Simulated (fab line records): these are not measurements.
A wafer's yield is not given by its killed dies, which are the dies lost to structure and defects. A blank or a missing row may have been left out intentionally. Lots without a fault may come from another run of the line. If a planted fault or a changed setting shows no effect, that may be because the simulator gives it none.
The tool behind it: which one? + flow gf180mcu + 13 lots, 39 wafers sampled, at 4 steps of a route of 602

WHAT THE GAUGES SHOWED, per wafer
GF_V5_RS_MEAS_24: measures by four-point-probe. Usual: V5_W_RS gives 0.3267 ohm/sq (standard deviation 0.0027).
| lot  | measured     | on           | V5_W_RS (ohm/sq)     | flag |
|------|--------------|--------------|----------------------|------|
| L816 | day 27 11:38 | filmMetro-01 | 0.3306 0.3314 0.3270 |      |
| L818 | day 28 04:19 | filmMetro-03 | 0.3247 0.3268 0.3276 |      |
| L819 | day 28 09:23 | filmMetro-02 | 0.3289 0.3284 0.3299 |      |
| L820 | day 28 21:14 | filmMetro-01 | 0.3294 0.3267 0.3301 |      |
| L822 | day 29 09:47 | filmMetro-03 | 0.3244 0.3281 0.3237 |      |
| L824 | day 30 00:19 | filmMetro-02 | 0.3246 0.3197 0.3196 |      |
| L825 | day 30 07:47 | filmMetro-01 | 0.3249 0.3284 0.3265 |      |
| L826 | day 30 18:09 | filmMetro-03 | 0.3260 0.3272 0.3293 |      |
| L828 | day 31 06:34 | filmMetro-03 | 0.3282 0.3254 0.3278 |      |
| L830 | day 31 12:35 | filmMetro-02 | 0.3245 0.3272 0.3253 |      |
| L831 | day 31 23:53 | filmMetro-03 | 0.3286 0.3263 0.3287 |      |
| L835 | day 32 18:19 | filmMetro-03 | 0.3291 0.3306 0.3291 |      |
| L838 | day 33 17:35 | filmMetro-01 | 0.3267 0.3289 0.3263 |      |

GF_TOP_METAL_RS_MEAS_05: measures by four-point-probe. Usual: TOP_METAL_ALCU_RS gives 0.0327 ohm/sq (standard deviation 0.00033).
| lot  | measured     | on           | TOP_METAL_ALCU_RS (ohm/sq) | flag |
|------|--------------|--------------|----------------------------|------|
| L816 | day 27 12:20 | filmMetro-04 | 0.0324 0.0326 0.0324       |      |
| L818 | day 28 05:01 | filmMetro-02 | 0.0321 0.0326 0.0326       |      |
| L819 | day 28 10:08 | filmMetro-03 | 0.0325 0.0324 0.0324       |      |
| L820 | day 28 21:56 | filmMetro-03 | 0.0326 0.0325 0.0323       |      |
| L822 | day 29 10:29 | filmMetro-04 | 0.0333 0.0332 0.0331       |      |
| L824 | day 30 01:01 | filmMetro-03 | 0.0329 0.0332 0.0332       |      |
| L825 | day 30 08:29 | filmMetro-03 | 0.0333 0.0332 0.0332       |      |
| L826 | day 30 18:51 | filmMetro-02 | 0.0325 0.0321 0.0323       |      |
| L828 | day 31 07:16 | filmMetro-02 | 0.0323 0.0326 0.0326       |      |
| L830 | day 31 13:17 | filmMetro-03 | 0.0327 0.0324 0.0327       |      |
| L831 | day 32 00:35 | filmMetro-02 | 0.0324 0.0324 0.0328       |      |
| L835 | day 32 19:14 | filmMetro-03 | 0.0327 0.0323 0.0324       |      |
| L838 | day 33 18:17 | filmMetro-04 | 0.0325 0.0326 0.0330       |      |

EACH LOT AND THE TOOL THAT RAN IT (in order: tool; ch and the chambers of the sampled wafers; start)
| lot  | GF_V5_CMP_26                  | GF_TOP_METAL_SPUTTER_00     |
|------|-------------------------------|-----------------------------|
| L816 | cmp-01 ch 1,2, day 27 11:47   | pvdSputter-02, day 27 12:05 |
| L818 | cmp-01 ch 1,2, day 28 04:29   | pvdSputter-04, day 28 04:47 |
| L819 | cmp-02 ch 0,2,3, day 28 09:43 | pvdSputter-04, day 28 09:55 |
| L820 | cmp-02 ch 1,2,3, day 28 21:26 | pvdSputter-04, day 28 21:41 |
| L822 | cmp-02 ch 2,3, day 29 09:58   | pvdSputter-01, day 29 10:16 |
| L824 | cmp-01 ch 0,1,2, day 30 00:31 | pvdSputter-02, day 30 00:46 |
| L825 | cmp-02 ch 0,1,2, day 30 07:58 | pvdSputter-02, day 30 08:16 |
| L826 | cmp-01 ch 0,1, day 30 18:22   | pvdSputter-02, day 30 18:37 |
| L828 | cmp-02 ch 0,1, day 31 06:43   | pvdSputter-02, day 31 07:01 |
| L830 | cmp-01 ch 1,2, day 31 12:44   | pvdSputter-04, day 31 13:02 |
| L831 | cmp-02 ch 0,1,3, day 32 00:04 | pvdSputter-04, day 32 00:22 |
| L835 | cmp-01 ch 1,2, day 32 18:43   | pvdSputter-01, day 32 19:01 |
| L838 | cmp-02 ch 0,1,2, day 33 17:49 | pvdSputter-01, day 33 18:04 |
- GF_V5_CMP_26: polishes, stops on SiO2, t overpolish 15.74 s, target thk 0 nm.
- GF_TOP_METAL_SPUTTER_00: material Ti, target thk 37.5 nm, time 150 s.

AS READ BY THE TOOLS THEMSELVES (means over the sampled wafers that have a number; for cases with no such wafer, the mark the record gives instead)
GF_V5_CMP_26. Usual: motorCurrentA 11.5 A, standard deviation 1; overpolishRunS 15.739 s, standard deviation 0.0093; timeToEndpointS 85.7 s, standard deviation 2.7.
| lot  | tool   | motorCurrentA (A) | overpolishRunS (s) | timeToEndpointS (s) | flag |
|------|--------|-------------------|--------------------|---------------------|------|
| L816 | cmp-01 | 11.1              | 15.731             | 86.1                |      |
| L818 | cmp-01 | 12.3              | 15.737             | 88.9                |      |
| L819 | cmp-02 | 11.9              | 15.736             | 88.0                |      |
| L820 | cmp-02 | 12.0              | 15.737             | 85.6                |      |
| L822 | cmp-02 | 12.3              | 15.747             | 87.0                |      |
| L824 | cmp-01 | 11.6              | 15.743             | 85.3                |      |
| L825 | cmp-02 | 11.1              | 15.731             | 87.6                |      |
| L826 | cmp-01 | 11.3              | 15.731             | 89.4                |      |
| L828 | cmp-02 | 11.0              | 15.742             | 88.6                |      |
| L830 | cmp-01 | 11.5              | 15.742             | 85.8                |      |
| L831 | cmp-02 | 11.4              | 15.735             | 83.3                |      |
| L835 | cmp-01 | 12.5              | 15.745             | 84.3                |      |
| L838 | cmp-02 | 11.6              | 15.738             | 84.2                |      |

GF_TOP_METAL_SPUTTER_00. Usual: cathodeDcPowerW 4000.1 W, standard deviation 0.63; chamberPressurePa 2.000 Pa, standard deviation 0.0039; throttleValvePct 29.8 %, standard deviation 0.98.
| lot  | tool          | cathodeDcPowerW (W) | chamberPressurePa (Pa) | throttleValvePct (%) | flag |
|------|---------------|---------------------|------------------------|----------------------|------|
| L816 | pvdSputter-02 | 4000.1              | 2.003                  | 29.5                 |      |
| L818 | pvdSputter-04 | 4000.2              | 2.000                  | 30.8                 |      |
| L819 | pvdSputter-04 | 4000.2              | 1.999                  | 30.6                 |      |
| L820 | pvdSputter-04 | 4000.3              | 2.000                  | 30.8                 |      |
| L822 | pvdSputter-01 | 4000.6              | 1.998                  | 28.7                 |      |
| L824 | pvdSputter-02 | 4000.0              | 1.995                  | 29.2                 |      |
| L825 | pvdSputter-02 | 3999.7              | 2.000                  | 29.8                 |      |
| L826 | pvdSputter-02 | 3777.2              | 1.999                  | 29.5                 | OFF  |
| L828 | pvdSputter-02 | 3776.3              | 1.999                  | 30.2                 | OFF  |
| L830 | pvdSputter-04 | 4000.2              | 1.998                  | 31.0                 |      |
| L831 | pvdSputter-04 | 4000.0              | 2.002                  | 30.5                 |      |
| L835 | pvdSputter-01 | 3999.9              | 1.998                  | 29.4                 |      |
| L838 | pvdSputter-01 | 4000.5              | 2.001                  | 28.9                 |      |

THE ANSWER, worked out from the rows above alone
Rule: lot off if the mean of its wafers having a number is beyond 3 standard deviations from the usual mean. Also off: a lot with no number at a reading for which 4 or more lots have one. All remaining lots with rows at the step are treated as sound. After the gauges, taken in route order, come the tools' own readings; for these a lot's mean is taken, as printed above. The first step at which some lot is off is used, and at that step the reading that is off furthest; a lot without a number counts as furthest.
Off at GF_TOP_METAL_SPUTTER_00 (cathodeDcPowerW): L826, L828.
If a tool, at that step or one of the process steps before it, ran each lot that is off and ran no sound lot following the first of them, it fits. One fits: pvdSputter-02 at GF_TOP_METAL_SPUTTER_00. Its last sound lot is L825 (day 30 08:16), its first lot that is off L826 (day 30 18:37): a fault that began between those two fits.
On the lots that are off, the tool's own readings at GF_TOP_METAL_SPUTTER_00 differ by more than 5 times the standard deviation of the sound lots' means, which bears it out; cathodeDcPowerW reads 3776.8 W there versus 4000.2 W on the sound lots.

WHAT THE SIMULATOR HAD INSERTED
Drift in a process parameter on pvdSputter-02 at GF_TOP_METAL_SPUTTER_00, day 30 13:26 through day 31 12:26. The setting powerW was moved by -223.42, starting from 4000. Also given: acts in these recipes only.
Lots struck among those shown: L826, L828. This agrees with what the rule above found.
